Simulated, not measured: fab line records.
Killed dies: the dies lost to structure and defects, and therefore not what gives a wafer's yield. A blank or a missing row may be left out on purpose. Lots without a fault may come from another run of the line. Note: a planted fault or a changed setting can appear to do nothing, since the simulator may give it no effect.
fab line records || flow sky130
record {"lots": 6, "wafers": 18, "last-day": 50}
route steps=708 shown CONTACT@407
lots untouched by any fault: they come from a run of this same line in which no faults occurred
start-h: hours from the record's first day to the start of the lot's first wafer shown || wait-h: time in hours since the lot's previous step || " as in the row above || L1.1+2: several wafers, shown together as one row || - no value, or no start was given || * or withheld: withheld || < > ~ a bound
route shown NAME@n: a module of which the file shows steps, and the number in the route of the first || usual: average and standard deviation across the fault-free wafers || same: alike in all rows || chamber/n: place in a boat || sites: each site's reading || _std_site: the standard deviation of these || _edge_site: the outer-site mean with the inner-site mean subtracted || radius-mm: how far each site lies from the wafer's centre || mask NAME#n: copy n || behind: the most recent tool/chamber to have shaped the wafer || hold: cause of the lot's hold/its duration in hours/its outcome || device: whichever transistor did not switch (one of n, p or np) || end of line: at the end of the route, the tests of the same wafers || a step without rows: its recipe alone || killed: dies that structure and defects cost at the first sort, which is not the same as the wafer's yield || map: the dies of a wafer, with x for killed, . for not killed, _ for no die there
set.NAME: the run value of the setting; set.NAME@STEP: its run value at that earlier step || model.NAME: the simulator's own value behind a step, which no gauge read
lots at selected steps of the route; one table per step, one row per wafer
services: the hour from which a tool's chamber was out of use, counted from the record's first day as start-h (under 0 if before that day), plus the number of hours and why
## steps
# step SKY_CONTACT_THK_MEAS_01
# recipe {"reads": "Si3N4_of_CONTACT_CVD_00"}
# usual {"CONTACT_CVD_00_THK": "75.2/0.91"}
{"lot.wafer": "L646.1", "tool": "film-metro-03", "chamber": "-", "start-h": 726.85, "wait-h": "-", "CONTACT_CVD_00_THK[nm]": 74.8}
{"lot.wafer": "L646.2", "tool": "film-metro-03", "chamber": "-", "start-h": 726.85, "wait-h": "-", "CONTACT_CVD_00_THK[nm]": 75.6}
{"lot.wafer": "L646.6", "tool": "film-metro-03", "chamber": "-", "start-h": 726.85, "wait-h": "-", "CONTACT_CVD_00_THK[nm]": 77.0}
{"lot.wafer": "L647.1", "tool": "film-metro-03", "chamber": "-", "start-h": 741.55, "wait-h": "-", "CONTACT_CVD_00_THK[nm]": 74.0}
{"lot.wafer": "L647.3", "tool": "film-metro-03", "chamber": "-", "start-h": 741.55, "wait-h": "-", "CONTACT_CVD_00_THK[nm]": 75.1}
{"lot.wafer": "L647.4", "tool": "film-metro-03", "chamber": "-", "start-h": 741.55, "wait-h": "-", "CONTACT_CVD_00_THK[nm]": 75.8}
{"lot.wafer": "L653.1", "tool": "film-metro-01", "chamber": "-", "start-h": 776.25, "wait-h": "-", "CONTACT_CVD_00_THK[nm]": 73.9}
{"lot.wafer": "L653.4", "tool": "film-metro-01", "chamber": "-", "start-h": 776.25, "wait-h": "-", "CONTACT_CVD_00_THK[nm]": 75.3}
{"lot.wafer": "L653.6", "tool": "film-metro-01", "chamber": "-", "start-h": 776.25, "wait-h": "-", "CONTACT_CVD_00_THK[nm]": 74.7}
{"lot.wafer": "L655.4", "tool": "film-metro-03", "chamber": "-", "start-h": 789.32, "wait-h": "-", "CONTACT_CVD_00_THK[nm]": 76.1}
{"lot.wafer": "L655.5", "tool": "film-metro-03", "chamber": "-", "start-h": 789.32, "wait-h": "-", "CONTACT_CVD_00_THK[nm]": 76.1}
{"lot.wafer": "L655.6", "tool": "film-metro-03", "chamber": "-", "start-h": 789.32, "wait-h": "-", "CONTACT_CVD_00_THK[nm]": 75.3}
{"lot.wafer": "L663.1", "tool": "film-metro-03", "chamber": "-", "start-h": 859.65, "wait-h": "-", "CONTACT_CVD_00_THK[nm]": 73.8}
{"lot.wafer": "L663.2", "tool": "film-metro-03", "chamber": "-", "start-h": 859.65, "wait-h": "-", "CONTACT_CVD_00_THK[nm]": 74.7}
{"lot.wafer": "L663.5", "tool": "film-metro-03", "chamber": "-", "start-h": 859.65, "wait-h": "-", "CONTACT_CVD_00_THK[nm]": 75.3}
{"lot.wafer": "L664.1", "tool": "film-metro-04", "chamber": "-", "start-h": 867.24, "wait-h": "-", "CONTACT_CVD_00_THK[nm]": 74.8}
{"lot.wafer": "L664.3", "tool": "film-metro-04", "chamber": "-", "start-h": 867.24, "wait-h": "-", "CONTACT_CVD_00_THK[nm]": 74.2}
{"lot.wafer": "L664.6", "tool": "film-metro-04", "chamber": "-", "start-h": 867.24, "wait-h": "-", "CONTACT_CVD_00_THK[nm]": 75.2}
# step SKY_CONTACT_HDPCVD_02
# recipe {"material": "SiO2", "target-thk-nm": 565, "sigma-open-frac": 0.3, "time-s": 94.2, "temp-c": 600, "sih4-flow-sccm": 60, "pressure-mtorr": 6}
# step SKY_CONTACT_THK_MEAS_03
# recipe {"reads": "SiO2_of_CONTACT_HDPCVD_02"}
# usual {"CONTACT_HDPCVD_THK": "567/4.5"}
{"lot.wafer": "L646.1", "tool": "film-metro-01", "chamber": "-", "start-h": 726.98, "wait-h": 0.0, "CONTACT_HDPCVD_THK[nm]": 572}
{"lot.wafer": "L646.2", "tool": "film-metro-01", "chamber": "-", "start-h": 726.98, "wait-h": 0.0, "CONTACT_HDPCVD_THK[nm]": 566}
{"lot.wafer": "L646.6", "tool": "film-metro-01", "chamber": "-", "start-h": 726.98, "wait-h": 0.0, "CONTACT_HDPCVD_THK[nm]": 565}
{"lot.wafer": "L647.1", "tool": "film-metro-04", "chamber": "-", "start-h": 741.68, "wait-h": 0.0, "CONTACT_HDPCVD_THK[nm]": 572}
{"lot.wafer": "L647.3", "tool": "film-metro-04", "chamber": "-", "start-h": 741.68, "wait-h": 0.0, "CONTACT_HDPCVD_THK[nm]": 567}
{"lot.wafer": "L647.4", "tool": "film-metro-04", "chamber": "-", "start-h": 741.68, "wait-h": 0.0, "CONTACT_HDPCVD_THK[nm]": 567}
{"lot.wafer": "L653.1", "tool": "film-metro-04", "chamber": "-", "start-h": 776.38, "wait-h": 0.0, "CONTACT_HDPCVD_THK[nm]": 569}
{"lot.wafer": "L653.4", "tool": "film-metro-04", "chamber": "-", "start-h": 776.38, "wait-h": 0.0, "CONTACT_HDPCVD_THK[nm]": 563}
{"lot.wafer": "L653.6", "tool": "film-metro-04", "chamber": "-", "start-h": 776.38, "wait-h": 0.0, "CONTACT_HDPCVD_THK[nm]": 569}
{"lot.wafer": "L655.4", "tool": "film-metro-04", "chamber": "-", "start-h": 789.44, "wait-h": 0.0, "CONTACT_HDPCVD_THK[nm]": 564}
{"lot.wafer": "L655.5", "tool": "film-metro-04", "chamber": "-", "start-h": 789.44, "wait-h": 0.0, "CONTACT_HDPCVD_THK[nm]": 573}
{"lot.wafer": "L655.6", "tool": "film-metro-04", "chamber": "-", "start-h": 789.44, "wait-h": 0.0, "CONTACT_HDPCVD_THK[nm]": 564}
{"lot.wafer": "L663.1", "tool": "film-metro-01", "chamber": "-", "start-h": 859.78, "wait-h": 0.0, "CONTACT_HDPCVD_THK[nm]": 571}
{"lot.wafer": "L663.2", "tool": "film-metro-01", "chamber": "-", "start-h": 859.78, "wait-h": 0.0, "CONTACT_HDPCVD_THK[nm]": 567}
{"lot.wafer": "L663.5", "tool": "film-metro-01", "chamber": "-", "start-h": 859.78, "wait-h": 0.0, "CONTACT_HDPCVD_THK[nm]": 558}
{"lot.wafer": "L664.1", "tool": "film-metro-03", "chamber": "-", "start-h": 867.37, "wait-h": 0.0, "CONTACT_HDPCVD_THK[nm]": 560}
{"lot.wafer": "L664.3", "tool": "film-metro-03", "chamber": "-", "start-h": 867.37, "wait-h": 0.0, "CONTACT_HDPCVD_THK[nm]": 566}
{"lot.wafer": "L664.6", "tool": "film-metro-03", "chamber": "-", "start-h": 867.37, "wait-h": 0.0, "CONTACT_HDPCVD_THK[nm]": 570}
# step SKY_CONTACT_CMP_04
# recipe {"material": "SiO2", "down-force-psi": 4, "platen-rpm": 60, "pad-velocity-m-s": 0.94248}
# usual {"motor-current-A": "12.5/1.1", "time-to-endpoint-s": "82/3.5"}
{"lot.wafer": "L646.1", "tool": "cmp-01", "chamber": 0, "start-h": 727.09, "wait-h": 0.1, "motor-current-A": 12.0, "time-to-endpoint-s": 86}
{"lot.wafer": "L646.2", "tool": "cmp-01", "chamber": 2, "start-h": 727.09, "wait-h": 0.1, "motor-current-A": 12.2, "time-to-endpoint-s": 88}
{"lot.wafer": "L646.6", "tool": "cmp-01", "chamber": 0, "start-h": 727.09, "wait-h": 0.1, "motor-current-A": 12.1, "time-to-endpoint-s": 86}
{"lot.wafer": "L647.1", "tool": "cmp-01", "chamber": 3, "start-h": 741.79, "wait-h": 0.1, "motor-current-A": 13.3, "time-to-endpoint-s": 86}
{"lot.wafer": "L647.3", "tool": "cmp-01", "chamber": 0, "start-h": 741.79, "wait-h": 0.1, "motor-current-A": 11.3, "time-to-endpoint-s": 87}
{"lot.wafer": "L647.4", "tool": "cmp-01", "chamber": 1, "start-h": 741.79, "wait-h": 0.1, "motor-current-A": 13.7, "time-to-endpoint-s": 85}
{"lot.wafer": "L653.4", "tool": "cmp-02", "chamber": 2, "start-h": 776.54, "wait-h": 0.1, "motor-current-A": 12.2, "time-to-endpoint-s": 80}
{"lot.wafer": "L653.1", "tool": "cmp-02", "chamber": 3, "start-h": 776.54, "wait-h": 0.1, "motor-current-A": 11.8, "time-to-endpoint-s": 79}
{"lot.wafer": "L653.6", "tool": "cmp-02", "chamber": 0, "start-h": 776.54, "wait-h": 0.1, "motor-current-A": 14.2, "time-to-endpoint-s": 82}
{"lot.wafer": "L655.4", "tool": "cmp-01", "chamber": 1, "start-h": 789.47, "wait-h": 0.0, "motor-current-A": 14.2, "time-to-endpoint-s": 79}
{"lot.wafer": "L655.6", "tool": "cmp-01", "chamber": 1, "start-h": 789.47, "wait-h": 0.0, "motor-current-A": 13.6, "time-to-endpoint-s": 80}
{"lot.wafer": "L655.5", "tool": "cmp-01", "chamber": 2, "start-h": 789.47, "wait-h": 0.0, "motor-current-A": 13.2, "time-to-endpoint-s": 83}
{"lot.wafer": "L663.2", "tool": "cmp-02", "chamber": 0, "start-h": 859.89, "wait-h": 0.1, "motor-current-A": 14.3, "time-to-endpoint-s": 78}
{"lot.wafer": "L663.1", "tool": "cmp-02", "chamber": 2, "start-h": 859.89, "wait-h": 0.1, "motor-current-A": 12.0, "time-to-endpoint-s": 82}
{"lot.wafer": "L663.5", "tool": "cmp-02", "chamber": 3, "start-h": 859.89, "wait-h": 0.1, "motor-current-A": 11.4, "time-to-endpoint-s": 72}
{"lot.wafer": "L664.1", "tool": "cmp-01", "chamber": 2, "start-h": 867.43, "wait-h": 0.1, "motor-current-A": 12.4, "time-to-endpoint-s": 85}
{"lot.wafer": "L664.3", "tool": "cmp-01", "chamber": 0, "start-h": 867.43, "wait-h": 0.1, "motor-current-A": 11.4, "time-to-endpoint-s": 84}
{"lot.wafer": "L664.6", "tool": "cmp-01", "chamber": 2, "start-h": 867.43, "wait-h": 0.1, "motor-current-A": 12.3, "time-to-endpoint-s": 83}
# step SKY_CONTACT_BOW_MEAS_05
# recipe {"mode": "bow"}
# usual {"CONTACT_BOW": "80/6.4"}
{"lot.wafer": "L646.1", "tool": "film-metro-04", "chamber": "-", "start-h": 727.34, "wait-h": 0.2, "CONTACT_BOW[um]": 76}
{"lot.wafer": "L646.2", "tool": "film-metro-04", "chamber": "-", "start-h": 727.34, "wait-h": 0.2, "CONTACT_BOW[um]": 80}
{"lot.wafer": "L646.6", "tool": "film-metro-04", "chamber": "-", "start-h": 727.34, "wait-h": 0.2, "CONTACT_BOW[um]": 64}
{"lot.wafer": "L647.1", "tool": "film-metro-03", "chamber": "-", "start-h": 742.04, "wait-h": 0.2, "CONTACT_BOW[um]": 80}
{"lot.wafer": "L647.3", "tool": "film-metro-03", "chamber": "-", "start-h": 742.04, "wait-h": 0.2, "CONTACT_BOW[um]": 85}
{"lot.wafer": "L647.4", "tool": "film-metro-03", "chamber": "-", "start-h": 742.04, "wait-h": 0.2, "CONTACT_BOW[um]": 84}
{"lot.wafer": "L653.1", "tool": "film-metro-04", "chamber": "-", "start-h": 776.74, "wait-h": 0.1, "CONTACT_BOW[um]": 80}
{"lot.wafer": "L653.4", "tool": "film-metro-04", "chamber": "-", "start-h": 776.74, "wait-h": 0.1, "CONTACT_BOW[um]": 85}
{"lot.wafer": "L653.6", "tool": "film-metro-04", "chamber": "-", "start-h": 776.74, "wait-h": 0.1, "CONTACT_BOW[um]": 78}
{"lot.wafer": "L655.4", "tool": "film-metro-03", "chamber": "-", "start-h": 789.83, "wait-h": 0.3, "CONTACT_BOW[um]": 79}
{"lot.wafer": "L655.5", "tool": "film-metro-03", "chamber": "-", "start-h": 789.83, "wait-h": 0.3, "CONTACT_BOW[um]": 76}
{"lot.wafer": "L655.6", "tool": "film-metro-03", "chamber": "-", "start-h": 789.83, "wait-h": 0.3, "CONTACT_BOW[um]": 81}
{"lot.wafer": "L663.1", "tool": "film-metro-04", "chamber": "-", "start-h": 860.14, "wait-h": 0.1, "CONTACT_BOW[um]": 80}
{"lot.wafer": "L663.2", "tool": "film-metro-04", "chamber": "-", "start-h": 860.14, "wait-h": 0.1, "CONTACT_BOW[um]": 72}
{"lot.wafer": "L663.5", "tool": "film-metro-04", "chamber": "-", "start-h": 860.14, "wait-h": 0.1, "CONTACT_BOW[um]": 85}
{"lot.wafer": "L664.1", "tool": "film-metro-01", "chamber": "-", "start-h": 867.73, "wait-h": 0.2, "CONTACT_BOW[um]": 88}
{"lot.wafer": "L664.3", "tool": "film-metro-01", "chamber": "-", "start-h": 867.73, "wait-h": 0.2, "CONTACT_BOW[um]": 77}
{"lot.wafer": "L664.6", "tool": "film-metro-01", "chamber": "-", "start-h": 867.73, "wait-h": 0.2, "CONTACT_BOW[um]": 74}
# step SKY_CONTACT_DEHYDRATE_06
# recipe {"temp-c": 200, "time-s": 60}
# step SKY_CONTACT_HMDS_07
# recipe {"prime-time-s": 60, "prime-temp-c": 120}
# step SKY_CONTACT_COAT_08
# recipe {"resist": "BARC", "temp-c": "withheld", "time-s": "withheld", "spin-rpm": 3000, "resist-thk-nm": 60}
# step SKY_CONTACT_COAT_09
# recipe {"resist": "KrF-thick", "spin-rpm": 3000, "resist-thk-nm": 450}
# step SKY_CONTACT_SOFTBAKE_10
# recipe {"temp-c": 100, "time-s": 92.42, "resist": "KrF-thick"}
# usual {"plate-sensor-t-centre-C": "100.88/0.0097", "plate-sensor-t-edge-C": "100.95/0.0092"}
{"lot.wafer": "L646.1", "tool": "litho-track-04", "chamber": 0, "start-h": "-", "wait-h": "-", "plate-sensor-t-centre-C": 100.87, "plate-sensor-t-edge-C": 100.95}
{"lot.wafer": "L646.2", "tool": "litho-track-04", "chamber": 0, "start-h": "-", "wait-h": "-", "plate-sensor-t-centre-C": 100.89, "plate-sensor-t-edge-C": 100.95}
{"lot.wafer": "L646.6", "tool": "litho-track-04", "chamber": 0, "start-h": "-", "wait-h": "-", "plate-sensor-t-centre-C": 100.89, "plate-sensor-t-edge-C": 100.94}
{"lot.wafer": "L647.1", "tool": "litho-track-02", "chamber": 0, "start-h": "-", "wait-h": "-", "plate-sensor-t-centre-C": 100.88, "plate-sensor-t-edge-C": 100.95}
{"lot.wafer": "L647.3", "tool": "litho-track-02", "chamber": 0, "start-h": "-", "wait-h": "-", "plate-sensor-t-centre-C": 100.86, "plate-sensor-t-edge-C": 100.93}
{"lot.wafer": "L647.4", "tool": "litho-track-02", "chamber": 0, "start-h": "-", "wait-h": "-", "plate-sensor-t-centre-C": 100.88, "plate-sensor-t-edge-C": 100.95}
{"lot.wafer": "L653.1", "tool": "litho-track-01", "chamber": 0, "start-h": "-", "wait-h": "-", "plate-sensor-t-centre-C": 100.89, "plate-sensor-t-edge-C": 100.95}
{"lot.wafer": "L653.4", "tool": "litho-track-01", "chamber": 0, "start-h": "-", "wait-h": "-", "plate-sensor-t-centre-C": 100.89, "plate-sensor-t-edge-C": 100.96}
{"lot.wafer": "L653.6", "tool": "litho-track-01", "chamber": 0, "start-h": "-", "wait-h": "-", "plate-sensor-t-centre-C": 100.88, "plate-sensor-t-edge-C": 100.95}
{"lot.wafer": "L655.4", "tool": "litho-track-01", "chamber": 0, "start-h": "-", "wait-h": "-", "plate-sensor-t-centre-C": 100.89, "plate-sensor-t-edge-C": 100.95}
{"lot.wafer": "L655.5", "tool": "litho-track-01", "chamber": 0, "start-h": "-", "wait-h": "-", "plate-sensor-t-centre-C": 100.87, "plate-sensor-t-edge-C": 100.98}
{"lot.wafer": "L655.6", "tool": "litho-track-01", "chamber": 0, "start-h": "-", "wait-h": "-", "plate-sensor-t-centre-C": 100.88, "plate-sensor-t-edge-C": 100.94}
{"lot.wafer": "L663.1", "tool": "litho-track-01", "chamber": 0, "start-h": "-", "wait-h": "-", "plate-sensor-t-centre-C": 100.89, "plate-sensor-t-edge-C": 100.95}
{"lot.wafer": "L663.2", "tool": "litho-track-01", "chamber": 0, "start-h": "-", "wait-h": "-", "plate-sensor-t-centre-C": 100.88, "plate-sensor-t-edge-C": 100.96}
{"lot.wafer": "L663.5", "tool": "litho-track-01", "chamber": 0, "start-h": "-", "wait-h": "-", "plate-sensor-t-centre-C": 100.89, "plate-sensor-t-edge-C": 100.96}
{"lot.wafer": "L664.1", "tool": "litho-track-02", "chamber": 0, "start-h": "-", "wait-h": "-", "plate-sensor-t-centre-C": 100.88, "plate-sensor-t-edge-C": 100.95}
{"lot.wafer": "L664.3", "tool": "litho-track-02", "chamber": 0, "start-h": "-", "wait-h": "-", "plate-sensor-t-centre-C": 100.89, "plate-sensor-t-edge-C": 100.96}
{"lot.wafer": "L664.6", "tool": "litho-track-02", "chamber": 0, "start-h": "-", "wait-h": "-", "plate-sensor-t-centre-C": 100.88, "plate-sensor-t-edge-C": 100.95}
# step SKY_CONTACT_EXPOSE_11
# recipe {"mask-id": "CTM1", "na": 0.8, "source-shape": "annular", "sigma-inner": 0.55, "sigma-outer": 0.85, "target-cd-nm": 170, "dose-mj": 38}
# step SKY_CONTACT_PEB_12
# recipe {"peb-temp-c": "withheld", "peb-time-s": "withheld", "resist": "KrF-thick"}
# step SKY_CONTACT_DEVELOP_13
# recipe {"develop-time-s": 60, "resist": "KrF-thick", "dev-temp-c": 21}
# usual {"chill-plate-temp-C": "23.01/0.11", "develop-time-s": "60/0", "developer-temp-C": "20.97/0.12"}
{"lot.wafer": "L646.1", "tool": "litho-track-02", "chamber": 0, "start-h": 753, "wait-h": "-", "chill-plate-temp-C": 22.78, "develop-time-s": 60, "developer-temp-C": 20.88, "model.KrF-thick_of_CONTACT_COAT_09.thk-nm": 433.9}
{"lot.wafer": "L646.2", "tool": "litho-track-02", "chamber": 0, "start-h": 753, "wait-h": "-", "chill-plate-temp-C": 23.00, "develop-time-s": 60, "developer-temp-C": 20.94, "model.KrF-thick_of_CONTACT_COAT_09.thk-nm": 435.4}
{"lot.wafer": "L646.6", "tool": "litho-track-02", "chamber": 0, "start-h": 753, "wait-h": "-", "chill-plate-temp-C": 22.94, "develop-time-s": 60, "developer-temp-C": 20.89, "model.KrF-thick_of_CONTACT_COAT_09.thk-nm": 434.9}
{"lot.wafer": "L647.1", "tool": "litho-track-01", "chamber": 0, "start-h": 768, "wait-h": "-", "chill-plate-temp-C": 23.20, "develop-time-s": 60, "developer-temp-C": 21.08, "model.KrF-thick_of_CONTACT_COAT_09.thk-nm": 436.9}
{"lot.wafer": "L647.3", "tool": "litho-track-01", "chamber": 0, "start-h": 768, "wait-h": "-", "chill-plate-temp-C": 22.92, "develop-time-s": 60, "developer-temp-C": 21.19, "model.KrF-thick_of_CONTACT_COAT_09.thk-nm": 436.9}
{"lot.wafer": "L647.4", "tool": "litho-track-01", "chamber": 0, "start-h": 768, "wait-h": "-", "chill-plate-temp-C": 22.95, "develop-time-s": 60, "developer-temp-C": 21.23, "model.KrF-thick_of_CONTACT_COAT_09.thk-nm": 437.3}
{"lot.wafer": "L653.1", "tool": "litho-track-02", "chamber": "-", "start-h": 803, "wait-h": "-", "chill-plate-temp-C": "-", "develop-time-s": "-", "developer-temp-C": "-", "model.KrF-thick_of_CONTACT_COAT_09.thk-nm": 448.5}
{"lot.wafer": "L653.4", "tool": "litho-track-02", "chamber": "-", "start-h": 803, "wait-h": "-", "chill-plate-temp-C": "-", "develop-time-s": "-", "developer-temp-C": "-", "model.KrF-thick_of_CONTACT_COAT_09.thk-nm": 450.3}
{"lot.wafer": "L653.6", "tool": "litho-track-02", "chamber": "-", "start-h": 803, "wait-h": "-", "chill-plate-temp-C": "-", "develop-time-s": "-", "developer-temp-C": "-", "model.KrF-thick_of_CONTACT_COAT_09.thk-nm": 448.8}
{"lot.wafer": "L655.4", "tool": "litho-track-04", "chamber": "-", "start-h": 816, "wait-h": "-", "chill-plate-temp-C": "-", "develop-time-s": "-", "developer-temp-C": "-", "model.KrF-thick_of_CONTACT_COAT_09.thk-nm": 450.8}
{"lot.wafer": "L655.5", "tool": "litho-track-04", "chamber": "-", "start-h": 816, "wait-h": "-", "chill-plate-temp-C": "-", "develop-time-s": "-", "developer-temp-C": "-", "model.KrF-thick_of_CONTACT_COAT_09.thk-nm": 451.4}
{"lot.wafer": "L655.6", "tool": "litho-track-04", "chamber": "-", "start-h": 816, "wait-h": "-", "chill-plate-temp-C": "-", "develop-time-s": "-", "developer-temp-C": "-", "model.KrF-thick_of_CONTACT_COAT_09.thk-nm": 450.9}
{"lot.wafer": "L663.1", "tool": "litho-track-01", "chamber": 0, "start-h": 885, "wait-h": "-", "chill-plate-temp-C": 22.96, "develop-time-s": 60, "developer-temp-C": 20.97, "model.KrF-thick_of_CONTACT_COAT_09.thk-nm": 437.4}
{"lot.wafer": "L663.2", "tool": "litho-track-01", "chamber": 0, "start-h": 885, "wait-h": "-", "chill-plate-temp-C": 22.96, "develop-time-s": 60, "developer-temp-C": 21.00, "model.KrF-thick_of_CONTACT_COAT_09.thk-nm": 437.9}
{"lot.wafer": "L663.5", "tool": "litho-track-01", "chamber": 0, "start-h": 885, "wait-h": "-", "chill-plate-temp-C": 23.06, "develop-time-s": 60, "developer-temp-C": 21.02, "model.KrF-thick_of_CONTACT_COAT_09.thk-nm": 438.5}
{"lot.wafer": "L664.1", "tool": "litho-track-04", "chamber": 0, "start-h": 892, "wait-h": "-", "chill-plate-temp-C": 22.89, "develop-time-s": 60, "developer-temp-C": 20.83, "model.KrF-thick_of_CONTACT_COAT_09.thk-nm": 435.5}
{"lot.wafer": "L664.3", "tool": "litho-track-04", "chamber": 0, "start-h": 892, "wait-h": "-", "chill-plate-temp-C": 23.00, "develop-time-s": 60, "developer-temp-C": 20.88, "model.KrF-thick_of_CONTACT_COAT_09.thk-nm": 435.7}
{"lot.wafer": "L664.6", "tool": "litho-track-04", "chamber": 0, "start-h": 893, "wait-h": "-", "chill-plate-temp-C": 23.21, "develop-time-s": 60, "developer-temp-C": 20.98, "model.KrF-thick_of_CONTACT_COAT_09.thk-nm": 435.4}
# step SKY_CONTACT_CD_MEAS_14
# recipe {"target-cd-nm": 170}
# usual {"cd-nm": "169.9/1.7"}
{"lot.wafer": "L646.1", "tool": "cd-sem-01", "chamber": "-", "start-h": 753.83, "wait-h": "-", "cd-nm": 168.0}
{"lot.wafer": "L646.2", "tool": "cd-sem-01", "chamber": "-", "start-h": 753.83, "wait-h": "-", "cd-nm": 168.3}
{"lot.wafer": "L646.6", "tool": "cd-sem-01", "chamber": "-", "start-h": 753.83, "wait-h": "-", "cd-nm": 168.2}
{"lot.wafer": "L647.1", "tool": "cd-sem-01", "chamber": "-", "start-h": 768.94, "wait-h": "-", "cd-nm": 171.1}
{"lot.wafer": "L647.3", "tool": "cd-sem-01", "chamber": "-", "start-h": 768.94, "wait-h": "-", "cd-nm": 171.4}
{"lot.wafer": "L647.4", "tool": "cd-sem-01", "chamber": "-", "start-h": 768.94, "wait-h": "-", "cd-nm": 172.5}
{"lot.wafer": "L653.1", "tool": "cd-sem-01", "chamber": "-", "start-h": 803.43, "wait-h": "-", "cd-nm": "-"}
{"lot.wafer": "L653.4", "tool": "cd-sem-01", "chamber": "-", "start-h": 803.43, "wait-h": "-", "cd-nm": "-"}
{"lot.wafer": "L653.6", "tool": "cd-sem-01", "chamber": "-", "start-h": 803.43, "wait-h": "-", "cd-nm": "-"}
{"lot.wafer": "L655.4", "tool": "cd-sem-02", "chamber": "-", "start-h": 816.90, "wait-h": "-", "cd-nm": "-"}
{"lot.wafer": "L655.5", "tool": "cd-sem-02", "chamber": "-", "start-h": 816.90, "wait-h": "-", "cd-nm": "-"}
{"lot.wafer": "L655.6", "tool": "cd-sem-02", "chamber": "-", "start-h": 816.90, "wait-h": "-", "cd-nm": "-"}
{"lot.wafer": "L663.1", "tool": "cd-sem-01", "chamber": "-", "start-h": 885.54, "wait-h": "-", "cd-nm": 169.0}
{"lot.wafer": "L663.2", "tool": "cd-sem-01", "chamber": "-", "start-h": 885.54, "wait-h": "-", "cd-nm": 170.2}
{"lot.wafer": "L663.5", "tool": "cd-sem-01", "chamber": "-", "start-h": 885.54, "wait-h": "-", "cd-nm": 171.8}
{"lot.wafer": "L664.1", "tool": "cd-sem-01", "chamber": "-", "start-h": 893.04, "wait-h": "-", "cd-nm": 172.7}
{"lot.wafer": "L664.3", "tool": "cd-sem-01", "chamber": "-", "start-h": 893.04, "wait-h": "-", "cd-nm": 172.9}
{"lot.wafer": "L664.6", "tool": "cd-sem-01", "chamber": "-", "start-h": 893.04, "wait-h": "-", "cd-nm": 170.8}
## services
{"tool": "cmp-02", "chamber": "-", "start-h": 704.76, "hours": 1.5, "kind": "repair"}
{"tool": "cmp-02", "chamber": "-", "start-h": 728.38, "hours": 1.2, "kind": "repair"}
{"tool": "cmp-01", "chamber": "-", "start-h": 744.16, "hours": 4.0, "kind": "pm"}
{"tool": "cmp-01", "chamber": "-", "start-h": 747.90, "hours": 0.8, "kind": "repair"}
{"tool": "cmp-01", "chamber": "-", "start-h": 748.16, "hours": "-", "kind": "consumable-replace:conditioner"}
{"tool": "cmp-01", "chamber": "-", "start-h": 748.16, "hours": "-", "kind": "consumable-replace:pad"}
{"tool": "cmp-02", "chamber": "-", "start-h": 754.96, "hours": 3.7, "kind": "pm"}
{"tool": "cmp-02", "chamber": "-", "start-h": 760.07, "hours": 0.6, "kind": "repair"}
{"tool": "cmp-02", "chamber": "-", "start-h": 762.77, "hours": 3.9, "kind": "repair"}
{"tool": "cmp-02", "chamber": "-", "start-h": 768.93, "hours": 2.4, "kind": "repair"}
{"tool": "cmp-02", "chamber": "-", "start-h": 791.23, "hours": 1.3, "kind": "repair"}
{"tool": "cmp-01", "chamber": "-", "start-h": 834.00, "hours": 6.8, "kind": "repair"}
{"tool": "litho-track-04", "chamber": "-", "start-h": 838.20, "hours": "-", "kind": "consumable-replace:filter"}
## key
first-sign {"step": "SKY_CONTACT_DEVELOP_13", "reading": "tool-record", "direction": "missing"}
effect none on later readings
model-effect {"step": "SKY_CONTACT_DEVELOP_13", "value": "KrF-thick_of_CONTACT_COAT_09.thk-nm", "without": 436.1, "struck": 450.1}
met-at SKY_CONTACT_DEVELOP_13
struck-wafers L653.1,L653.4,L653.6,L655.4,L655.5,L655.6
later-rows-left-out L653.1,L653.4,L653.6,L655.4,L655.5,L655.6
sort-left-out L653.1,L653.4,L653.6,L655.4,L655.5,L655.6
tester-left-out L653,L655
onset-between 753 803
fault {"kind": "skipped-step-whole", "tool": "litho-track-02,litho-track-04", "chamber": "-", "onset-h": 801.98, "steps": "SKY_CONTACT_DEVELOP_13", "scope": "struck-lots-only"}
# tester-left-out: of these lots the tester's yield and bins aren't shown, on N5 and GAA mostly nor the transistor test; their killed dies are dies lost to structure and defects alone, not to doping, threshold or leakage, so they don't give the yield
# sort-left-out: the simulated sort isn't trusted on such a fault, so these wafers' sort isn't shown, and their yield isn't known
# later-rows-left-out: the simulator's readings of these wafers behind a module that went badly wrong aren't trusted and aren't shown, but for the sort
